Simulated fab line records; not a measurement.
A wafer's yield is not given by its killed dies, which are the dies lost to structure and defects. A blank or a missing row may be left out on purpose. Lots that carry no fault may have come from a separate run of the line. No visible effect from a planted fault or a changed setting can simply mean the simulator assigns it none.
fab line records	flow gf180mcu
record lots=13	wafers=37	last-day=34
route steps=602 shown POLY_GATE@168 HV_LDD@195 SALICIDE@284 CONTACT@289
lots that met no fault: from a run of the same line without faults
start-h: start of the lot's first displayed wafer, in hours after the record's first day	wait-h: hours from the lot's prior step to this one	" unchanged from the row above	L1.1+2: one row covering several wafers at once	- no value, or no start was given	* or withheld: withheld	< > ~ a bound
route shown NAME@n: NAME is a module with steps in the file, n the number in the route of the first one	usual: mean/standard deviation taken from wafers without a fault	same: alike in all rows	chamber/n: place in a boat	sites: the reading at each site	_std_site: standard deviation of those values	_edge_site: inner sites' mean taken away from outer sites' mean	radius-mm: for every site, how far away it sits from the centre of the wafer	mask NAME#n: copy n	behind: the tool/chamber that last shaped the wafer	hold: what put the lot on hold/how long, in hours/how the hold closed	device: which transistor (n, p or np) failed to switch	end of line: at the end of the route, the tests of the same wafers	for a step that has no rows: nothing shown but its recipe	killed: not the wafer's yield, but the dies lost to structure and defects at the first sort	map: dies across one wafer; x = killed, . = not, _ = none there
set.NAME: the run value of the setting; set.NAME@STEP: its run value at that earlier step	model.NAME: the simulator's own value behind a step, which no gauge read
route steps across a sampled set of lots; one table per step, one row per wafer
services: the hour from which a tool's chamber was out of use, counted from the record's first day as start-h (under 0 if before that day), plus the number of hours and why
## steps
# step GF_POLY_GATE_OVL_MEAS_11
# usual POLY_GATE_OVL=1/4.9
lot.wafer	tool	chamber	start-h	wait-h	POLY_GATE_OVL[nm]
L194.1	overlay-01	-	197.48	0.1	5
L194.3	"	-	"	"	9
L194.6	"	-	"	"	7
L195.2	overlay-02	-	203.05	0.1	-5
L195.4	"	-	"	"	-5
L195.5	"	-	"	"	4
L196.1	overlay-02	-	211.14	0.1	2
L196.3	"	-	"	"	3
L196.5	"	-	"	"	4
L198.1	overlay-01	-	225.08	0.1	0
L198.3	"	-	"	"	-2
L198.5	"	-	"	"	1
L199.3	overlay-01	-	231.46	0.1	5
L199.5	"	-	"	"	3
L199.6	"	-	"	"	9
L201.1	overlay-02	-	248.70	0.1	1
L201.3	"	-	"	"	1
L201.5	"	-	"	"	3
L203.3	overlay-02	-	264.15	0.1	7
L203.4	"	-	"	"	6
L203.6	"	-	"	"	9
L204.1	overlay-01	-	267.20	0.1	1
L204.2	"	-	"	"	-5
L204.5	"	-	"	"	-1
L205.1	overlay-01	-	274.78	0.1	-1
L205.4	"	-	"	"	-5
L206.1	overlay-01	-	282.04	0.1	4
L206.6	"	-	"	"	8
L213.1	overlay-02	-	333.25	0.1	6
L213.3	"	-	"	"	4
L213.4	"	-	"	"	0
L214.1	overlay-02	-	338.23	0.1	-6
L214.5	"	-	"	"	-1
L214.6	"	-	"	"	4
L217.1	overlay-01	-	365.24	0.1	3
L217.2	"	-	"	"	4
L217.6	"	-	"	"	9
# step GF_HV_LDD_CD_MEAS_19
# recipe target-cd-nm=400
# usual cd-nm=400.0/2.1
lot.wafer	tool	chamber	start-h	wait-h	cd-nm
L194.1	cd-sem-01	-	234.69	0.1	400.1
L194.3	"	-	"	"	400.8
L194.6	"	-	"	"	398.6
L195.2	cd-sem-01	-	240.88	0.1	399.0
L195.4	"	-	"	"	402.8
L195.5	"	-	"	"	400.8
L196.1	cd-sem-02	-	249.83	0.1	403.8
L196.3	"	-	"	"	402.7
L196.5	"	-	"	"	404.6
L198.1	cd-sem-01	-	264.41	0.1	396.0
L198.3	"	-	"	"	394.5
L198.5	"	-	"	"	397.2
L199.3	cd-sem-01	-	270.70	0.1	397.5
L199.5	"	-	"	"	399.3
L199.6	"	-	"	"	397.7
L201.1	cd-sem-02	-	288.79	0.1	399.1
L201.3	"	-	"	"	401.3
L201.5	"	-	"	"	399.8
L203.3	cd-sem-01	-	305.25	0.1	400.6
L203.4	"	-	"	"	399.0
L203.6	"	-	"	"	398.1
L204.1	cd-sem-01	-	309.46	0.1	398.7
L204.2	"	-	"	"	400.3
L204.5	"	-	"	"	398.6
L205.1	cd-sem-02	-	317.11	0.1	400.1
L205.4	"	-	"	"	400.9
L206.1	cd-sem-01	-	325.09	0.1	402.6
L206.6	"	-	"	"	400.7
L213.1	cd-sem-01	-	378.11	0.1	400.1
L213.3	"	-	"	"	401.9
L213.4	"	-	"	"	401.5
L214.1	cd-sem-02	-	383.61	0.1	401.1
L214.5	"	-	"	"	402.8
L214.6	"	-	"	"	401.0
L217.1	cd-sem-01	-	413.23	0.1	400.6
L217.2	"	-	"	"	398.8
L217.6	"	-	"	"	400.6
# step GF_SALICIDE_RTA_06
# recipe temp-c=530	time-s=30	ambient=N2
# usual lamp-power-pct=6.54/0.24	wafer_temp_C_max=533.1/0.63
lot.wafer	tool	chamber	start-h	wait-h	lamp-power-pct	wafer_temp_C_max
L194.1	rtp-anneal-02	0	339.70	0.1	6.73	533.1
L194.3	"	0	"	"	6.72	533.2
L194.6	"	0	"	"	6.72	532.9
L195.2	rtp-anneal-01	0	345.82	0.1	6.23	531.7
L195.4	"	0	"	"	6.23	532.2
L195.5	"	0	"	"	6.22	533.2
L196.1	rtp-anneal-02	0	357.65	0.1	6.73	533.2
L196.3	"	0	"	"	6.73	532.3
L196.5	"	0	"	"	6.72	532.9
L198.1	rtp-anneal-02	0	374.35	0.1	6.72	534.0
L198.3	"	0	"	"	6.71	533.1
L198.5	"	0	"	"	6.72	533.3
L199.3	rtp-anneal-02	0	381.08	0.1	6.72	533.5
L199.5	"	0	"	"	6.73	532.4
L199.6	"	0	"	"	6.72	533.9
L201.1	rtp-anneal-01	0	405.52	0.1	6.23	532.4
L201.3	"	0	"	"	6.23	532.4
L201.5	"	0	"	"	6.22	533.5
L203.3	rtp-anneal-01	0	420.59	0.1	6.23	532.5
L203.4	"	0	"	"	6.22	533.3
L203.6	"	0	"	"	6.23	532.8
L204.1	rtp-anneal-01	0	427.45	0.1	6.24	532.8
L204.2	"	0	"	"	6.23	532.8
L204.5	"	0	"	"	6.24	533.1
L205.1	rtp-anneal-01	0	434.57	0.1	6.22	532.0
L205.4	"	0	"	"	6.24	533.3
L206.1	rtp-anneal-02	0	443.72	0.1	6.72	533.5
L206.6	"	0	"	"	6.73	533.3
L213.1	rtp-anneal-02	0	502.67	0.1	6.71	532.5
L213.3	"	0	"	"	6.72	532.7
L213.4	"	0	"	"	6.72	533.2
L214.1	rtp-anneal-02	0	507.54	0.1	6.72	532.9
L214.5	"	0	"	"	6.72	533.3
L214.6	"	0	"	"	6.72	532.9
L217.1	rtp-anneal-02	0	537.90	0.1	6.72	532.6
L217.2	"	0	"	"	6.73	532.7
L217.6	"	0	"	"	6.72	534.9
# step GF_CONTACT_CVD_02
# recipe material=SiO2	target-thk-nm=860	precursor=TEOS	temp-c=400	time-s=95.992	rf-w=600
# usual heater-power-w=676/98	susceptor-temp-C=399.99/0.23
lot.wafer	tool	chamber	start-h	wait-h	heater-power-w	since-wet-clean-h	susceptor-temp-C
L194.1	pecvd-04	0	340.11	0.1	696	374	400.36
L194.3	"	2	"	"	713	374	400.05
L194.6	"	2	"	"	728	-	399.66
L195.2	pecvd-03	2	346.23	0.0	843	810	400.07
L195.4	"	1	"	"	805	-	400.31
L195.5	"	2	"	"	703	-	399.98
L196.1	pecvd-03	0	358.06	0.1	488	822	399.56
L196.3	"	2	"	"	773	822	400.24
L196.5	"	1	"	"	783	-	400.08
L198.1	pecvd-02	1	374.75	0.1	774	200	400.26
L198.3	"	0	"	"	624	200	399.70
L198.5	"	2	"	"	653	-	399.68
L199.3	pecvd-04	1	381.44	0.0	650	415	400.04
L199.5	"	0	"	"	727	-	400.06
L199.6	"	2	"	"	746	-	400.02
L201.1	pecvd-04	0	405.92	0.1	684	440	399.59
L201.3	"	0	"	"	710	-	399.70
L201.5	"	1	"	"	644	-	399.95
L203.3	pecvd-04	1	420.99	0.1	640	-	400.12
L203.4	"	0	"	"	561	-	399.65
L203.6	"	1	"	"	542	-	400.32
L204.1	pecvd-04	1	427.86	0.1	610	461	400.19
L204.2	"	0	"	"	665	461	399.97
L204.5	"	2	"	"	618	-	399.73
L205.1	pecvd-04	1	434.97	0.1	652	469	400.29
L205.4	"	1	"	"	693	-	399.88
L206.1	pecvd-04	0	444.13	0.1	693	478	399.76
L206.6	"	2	"	"	732	-	400.17
L213.1	pecvd-03	1	503.08	0.1	793	120	400.14
L213.3	"	0	"	"	509	120	400.28
L213.4	"	2	"	"	672	-	400.61
L214.1	pecvd-02	0	507.96	0.1	647	333	399.55
L214.5	"	1	"	"	740	-	399.88
L214.6	"	0	"	"	725	-	399.91
L217.1	pecvd-03	0	538.30	0.1	568	155	400.04
L217.2	"	1	"	"	810	155	399.92
L217.6	"	0	"	"	458	-	399.68
# step GF_CONTACT_THK_MEAS_03
# recipe reads=SiO2_of_CONTACT_CVD_02
# usual CONTACT_CVD_02_THK=861/9.9
lot.wafer	tool	chamber	start-h	wait-h	CONTACT_CVD_02_THK[nm]
L194.1	film-metro-03	-	340.18	0.0	846
L194.3	"	-	"	"	859
L194.6	"	-	"	"	885
L195.2	film-metro-01	-	346.31	0.0	847
L195.4	"	-	"	"	858
L195.5	"	-	"	"	870
L196.1	film-metro-01	-	358.16	0.1	865
L196.3	"	-	"	"	850
L196.5	"	-	"	"	870
L198.1	film-metro-01	-	374.82	0.0	847
L198.3	"	-	"	"	852
L198.5	"	-	"	"	855
L199.3	film-metro-01	-	381.53	0.1	859
L199.5	"	-	"	"	860
L199.6	"	-	"	"	874
L201.1	film-metro-01	-	406.03	0.1	843
L201.3	"	-	"	"	852
L201.5	"	-	"	"	850
L203.3	film-metro-03	-	421.08	0.1	865
L203.4	"	-	"	"	865
L203.6	"	-	"	"	858
L204.1	film-metro-03	-	427.93	0.0	959
L204.2	"	-	"	"	854
L204.5	"	-	"	"	883
L205.1	film-metro-02	-	435.08	0.1	948
L205.4	"	-	"	"	862
L206.1	film-metro-01	-	444.20	0.0	966
L206.6	"	-	"	"	988
L213.1	film-metro-03	-	503.15	0.0	861
L213.3	"	-	"	"	859
L213.4	"	-	"	"	873
L214.1	film-metro-03	-	508.03	0.0	854
L214.5	"	-	"	"	874
L214.6	"	-	"	"	855
L217.1	film-metro-01	-	538.40	0.1	857
L217.2	"	-	"	"	864
L217.6	"	-	"	"	872
# step GF_CONTACT_CMP_04
# recipe material=SiO2	down-force-psi=4	platen-rpm=60	pad-velocity-m-s=0.94248
# usual motor-current-A=12.2/1.7	time-to-endpoint-s=111/6.2
lot.wafer	tool	chamber	start-h	wait-h	motor-current-A	time-to-endpoint-s
L194.3	cmp-02	1	340.24	0.0	13.2	114
L194.1	"	0	"	"	11.8	105
L194.6	"	1	"	"	12.7	124
L195.4	cmp-02	2	346.36	0.0	14.7	116
L195.2	"	3	"	"	10.7	99
L195.5	"	3	"	"	10.9	109
L196.3	cmp-02	1	358.22	0.0	13.5	108
L196.1	"	3	"	"	10.9	107
L196.5	"	2	"	"	14.7	119
L198.1	cmp-02	2	374.88	0.1	15.3	109
L198.3	"	1	"	"	13.0	104
L198.5	"	3	"	"	10.7	104
L199.3	cmp-02	0	381.62	0.1	12.3	108
L199.5	"	3	"	"	10.2	104
L199.6	"	0	"	"	12.6	116
L201.1	cmp-02	3	408.87	2.8	10.9	103
L201.3	"	0	"	"	11.9	110
L201.5	"	3	"	"	11.0	106
L203.4	cmp-01	1	421.12	0.0	10.3	116
L203.3	"	0	"	"	11.7	120
L203.6	"	2	"	"	11.5	103
L204.2	cmp-02	1	427.99	0.0	13.5	105
L204.1	"	0	"	"	12.1	145
L204.5	"	2	"	"	15.5	122
L205.1	cmp-01	0	435.14	0.1	11.0	154
L205.4	"	1	"	"	9.4	114
L206.1	cmp-02	3	444.26	0.1	10.3	144
L206.6	"	3	"	"	10.4	153
L213.3	cmp-01	1	503.21	0.0	9.6	117
L213.4	"	2	"	"	11.5	115
L213.1	"	0	"	"	11.8	118
L214.1	cmp-02	1	508.19	0.1	13.6	113
L214.5	"	3	"	"	10.8	111
L214.6	"	0	"	"	11.9	111
L217.2	cmp-02	1	538.46	0.0	13.0	111
L217.1	"	2	"	"	14.7	110
L217.6	"	1	"	"	13.9	115
## services
tool	chamber	start-h	hours	kind
pecvd-04	-	332.72	0.6	repair
cmp-02	-	343.54	1.1	repair
pecvd-04	-	343.65	2.8	pm
cmp-01	-	354.23	2.0	repair
pecvd-02	-	356.87	2.8	repair
cmp-01	-	367.77	3.6	pm
pecvd-03	-	369.06	14.0	pm
cmp-02	-	376.52	3.6	repair
cmp-02	-	404.27	4.0	pm
cmp-01	-	405.36	3.6	repair
pecvd-04	2	405.72	15.7	repair
pecvd-03	-	415.14	1.2	repair
cmp-01	-	427.27	2.4	repair
pecvd-03	2	447.59	7.7	repair
pecvd-03	1	448.44	3.7	repair
cmp-01	-	451.44	3.9	repair
pecvd-04	-	452.26	1.4	repair
cmp-01	-	455.34	6.7	pm
pecvd-04	-	484.79	0.3	repair
pecvd-03	-	488.24	0.5	repair
rtp-anneal-01	-	502.26	64.8	pm
cmp-01	-	511.30	1.7	repair
pecvd-04	-	529.96	1.8	repair
pecvd-03	2	536.96	20.8	repair
## key
first-sign step=GF_CONTACT_THK_MEAS_03	reading=CONTACT_CVD_02_THK	direction=up	sigmas=11	usual=861	struck=965
effect step=GF_CONTACT_CMP_04	reading=time-to-endpoint-s	direction=up	sigmas=6.1	usual=*	struck=*
met-at GF_CONTACT_CVD_02
struck-lots L204,L205,L206
struck-wafers L204.1,L205.1,L206.1,L206.6
tester-left-out L204,L205,L206
not-acting-at GF_POLY_GATE_OVL_MEAS_11,GF_HV_LDD_CD_MEAS_19,GF_SALICIDE_RTA_06
onset-between 420.99 427.86
fault kind=process-parameter-drift	tool=pecvd-04	chamber=-	onset-h=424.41	steps=GF_CONTACT_CVD_02	channel=target-thk-nm	offset=103.28	shape=step	end-h=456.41	scope=struck-wafers-only	acts-in=these-recipes-only	stated=860
# tester-left-out: of these lots the tester's yield and bins aren't shown, on N5 and GAA mostly nor the transistor test; their killed dies are dies lost to structure and defects alone, not to doping, threshold or leakage, so they don't give the yield
